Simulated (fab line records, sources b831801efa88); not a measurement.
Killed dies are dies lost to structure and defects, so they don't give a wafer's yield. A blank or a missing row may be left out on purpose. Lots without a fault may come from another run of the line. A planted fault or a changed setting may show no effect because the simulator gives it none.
Split-lot experiment | flow gf180mcu | 5 lots, 27 wafers read, on a route of 602 steps

THE SPLIT
At GF_MIM_SPUTTER_09 (material TiN, target thk 35 nm, time 29.2 s), the setting time_s was moved away from the recipe's 29.2 s on 9 of the 27 wafers read, by -23.3% to +24.3%. The other wafers ran this setting at the recipe's value.

FROM THE SPLIT TO THE READING: what the file shows between them, 2 steps
- GF_MIM_PEB_17
- GF_MIM_DEVELOP_18: develop time 60 s

THE READING
oes_product_au, in a.u., at GF_MIM_METAL_ETCH_19 (etches the open film in Cl2/BCl3, stops on Si3N4, target depth 324.5 nm, time 54.1 s). Fault-free wafers of this fab line usually give 0.941 a.u., standard deviation 0.0057 a.u..

wafer  | tool, chamber at the split | time_s as run, s | against the recipe | oes_product_au, a.u. | against lot-mates on the recipe
L074.1 | pvd_sputter-02, -          | 29.2             | recipe             | 0.941                | -
L074.2 | pvd_sputter-02, -          | 29.2             | recipe             | 0.952                | -
L074.3 | pvd_sputter-02, -          | 29.2             | recipe             | 0.952                | -
L074.4 | pvd_sputter-02, -          | 24.24            | -17.0%             | 0.934                | -0.014
L074.5 | pvd_sputter-02, -          | 24.24            | -17.0%             | 0.933                | -0.015
L074.6 | pvd_sputter-02, -          | 24.24            | -17.0%             | 0.937                | -0.011
L078.1 | pvd_sputter-02, -          | 29.2             | recipe             | 0.935                | -
L078.2 | pvd_sputter-02, -          | 29.2             | recipe             | 0.943                | -
L078.3 | pvd_sputter-02, -          | 29.2             | recipe             | 0.934                | -
L078.4 | pvd_sputter-02, -          | 29.2             | recipe             | 0.935                | -
L078.5 | pvd_sputter-02, -          | 29.2             | recipe             | 0.939                | -
L078.6 | pvd_sputter-02, -          | 29.2             | recipe             | 0.932                | -
L079.2 | pvd_sputter-01, -          | 29.2             | recipe             | 0.940                | -
L079.4 | pvd_sputter-01, -          | 29.2             | recipe             | 0.942                | -
L079.6 | pvd_sputter-01, -          | 29.2             | recipe             | 0.939                | -
L082.1 | pvd_sputter-03, -          | 29.2             | recipe             | 0.949                | -
L082.2 | pvd_sputter-03, -          | 29.2             | recipe             | 0.940                | -
L082.3 | pvd_sputter-03, -          | 36.31            | +24.3%             | 0.966                | +0.023
L082.4 | pvd_sputter-03, -          | 36.31            | +24.3%             | 0.959                | +0.016
L082.5 | pvd_sputter-03, -          | 36.31            | +24.3%             | 0.965                | +0.022
L082.6 | pvd_sputter-03, -          | 29.2             | recipe             | 0.939                | -
L084.1 | pvd_sputter-01, -          | 22.41            | -23.3%             | 0.925                | -0.014
L084.2 | pvd_sputter-01, -          | 22.41            | -23.3%             | 0.921                | -0.018
L084.3 | pvd_sputter-01, -          | 22.41            | -23.3%             | 0.927                | -0.012
L084.4 | pvd_sputter-01, -          | 29.2             | recipe             | 0.938                | -
L084.5 | pvd_sputter-01, -          | 29.2             | recipe             | 0.944                | -
L084.6 | pvd_sputter-01, -          | 29.2             | recipe             | 0.934                | -

THE FIT
A straight line over all 27 wafers: oes_product_au changes by +0.00074 a.u. for each +1% of time_s; r = +0.86; the points scatter about the line by 0.0057 a.u..
The same after taking each lot's own level away (the mean of its wafers on the recipe; 27 wafers): +0.000757 a.u. for each +1%; r = +0.93; scatter 0.0039 a.u..
On that fit, the largest move of time_s shifts the reading by 0.018 a.u..
The lots' own levels span 0.9363 to 0.9483 a.u., that is 2.1 times the standard deviation above.
So the lot-to-lot level changes the slope little: the two slopes agree.
Check: with one of the wafers moved furthest among these (+24.3%) left out of the fit, the line predicts +0.0179 a.u. for it against its lot-mates. It came out at +0.0233 a.u. against them.

THE WHOLE CHAIN: every reading that the file lists as answering this split, in the file's order
step                 | what it does                                                                         | reading                                                                       | change (the file's fit)                    | r (the file's)
GF_MIM_SPUTTER_09    | material TiN, target thk 35 nm, time 29.2 s                                          | TiN_of_MIM_SPUTTER_09.thk_nm (the simulator's own value, which no gauge read) | +0.353 nm for each +1% of the setting      | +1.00
GF_MIM_METAL_ETCH_19 | etches the open film in Cl2/BCl3, stops on Si3N4, target depth 324.5 nm, time 54.1 s | oes_product_au                                                                | +0.000746 a.u. for each +1% of the setting | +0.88

THE FILE'S OWN FIT
oes_product_au changes by +0.000746 a.u. for each +1% of time_s, r = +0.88.
